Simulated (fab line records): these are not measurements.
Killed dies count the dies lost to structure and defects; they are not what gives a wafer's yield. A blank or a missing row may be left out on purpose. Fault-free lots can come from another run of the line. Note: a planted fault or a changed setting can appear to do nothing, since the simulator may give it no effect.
Which of the tools did it? ; flow sky130 ; 10 lots with 30 wafers sampled at 3 steps, on a route of 708 steps

== WHAT THE GAUGES SHOWED, per wafer ==
SKY_METAL1_RS_MEAS_05: measurement is done with a four-point probe.
lot;measured;on;METAL1_ALCU_RS (ohm/sq)
L643;day 31 17:37;film metro-02;0.1251 0.1247 0.1260
L645;day 32 02:41;film metro-02;0.1287 0.1284 0.1275
L647;day 33 05:50;film metro-02;0.1285 0.1280 0.1274
L649;day 34 05:32;film metro-04;0.1277 0.1277 0.1300
L653;day 35 14:29;film metro-04;0.1269 0.1258 0.1276
L656;day 36 08:05;film metro-02;0.1600 0.1618 0.1613
L659;day 36 14:40;film metro-04;0.1592 0.1614 0.1624
L661;day 37 10:36;film metro-01;0.1263 0.1231 0.1237
L664;day 38 09:41;film metro-01;0.1280 0.1277 0.1296
L665;day 39 04:29;film metro-01;0.1286 0.1276 0.1289

== TOOL THAT RAN EACH LOT (tool first, then ch and the chambers of the sampled wafers, then the start) ==
lot;SKY_METAL1_SPUTTER_02;SKY_METAL1_SPUTTER_03
L643;pvd sputter-01, day 31 17:28;pvd sputter-01, day 31 17:29
L645;pvd sputter-01, day 32 02:35;pvd sputter-01, day 32 02:36
L647;pvd sputter-04, day 33 05:41;pvd sputter-04, day 33 05:42
L649;pvd sputter-02, day 34 05:25;pvd sputter-02, day 34 05:26
L653;pvd sputter-01, day 35 14:22;pvd sputter-01, day 35 14:23
L656;pvd sputter-01, day 36 07:58;pvd sputter-01, day 36 07:59
L659;pvd sputter-01, day 36 14:34;pvd sputter-01, day 36 14:36
L661;pvd sputter-02, day 37 10:31;pvd sputter-02, day 37 10:32
L664;pvd sputter-04, day 38 09:33;pvd sputter-04, day 38 09:34
L665;pvd sputter-02, day 39 04:23;pvd sputter-02, day 39 04:25
- SKY_METAL1_SPUTTER_02: material AlCu, target thk 250 nm, time 13.3 s.
- SKY_METAL1_SPUTTER_03: material Ti, target thk 5 nm, time 3.3 s.

== THE ANSWER, worked out from the rows above alone ==
Rule: what is usual is taken from the lots themselves. The widest of any qualifying gaps counts: lots, ordered by their means at a reading, are off when they make up no more than a third of the lots, leave a main group of 4 or more, and stand apart from it by 3 or more times the standard deviation of that group's means. The tables above print the reading to a certain number of digits; a main group whose means all agree to those digits is not used. A lot without any number at a reading at which 4 lots or more have one is off too. All remaining lots with rows at the step are treated as sound.
Off: L656, L659, at SKY_METAL1_RS_MEAS_05 (METAL1_ALCU_RS). Mean 0.1272 ohm/sq and standard deviation 0.0015 in the main group.
If a tool, at a process step before that reading, ran all the lots that are off and no sound lot after the first of them, it fits. Those tools and the gauges at SKY_METAL1_RS_MEAS_05 are tried in the same way. One fits: SKY_METAL1_SPUTTER_02 and SKY_METAL1_SPUTTER_03 on pvd sputter-01. At SKY_METAL1_SPUTTER_02 its last sound lot is L653 (day 35 14:22), its first lot that is off L656 (day 36 07:58): a fault that began between those two fits.

== WHAT THE SIMULATOR HAD PUT IN ==
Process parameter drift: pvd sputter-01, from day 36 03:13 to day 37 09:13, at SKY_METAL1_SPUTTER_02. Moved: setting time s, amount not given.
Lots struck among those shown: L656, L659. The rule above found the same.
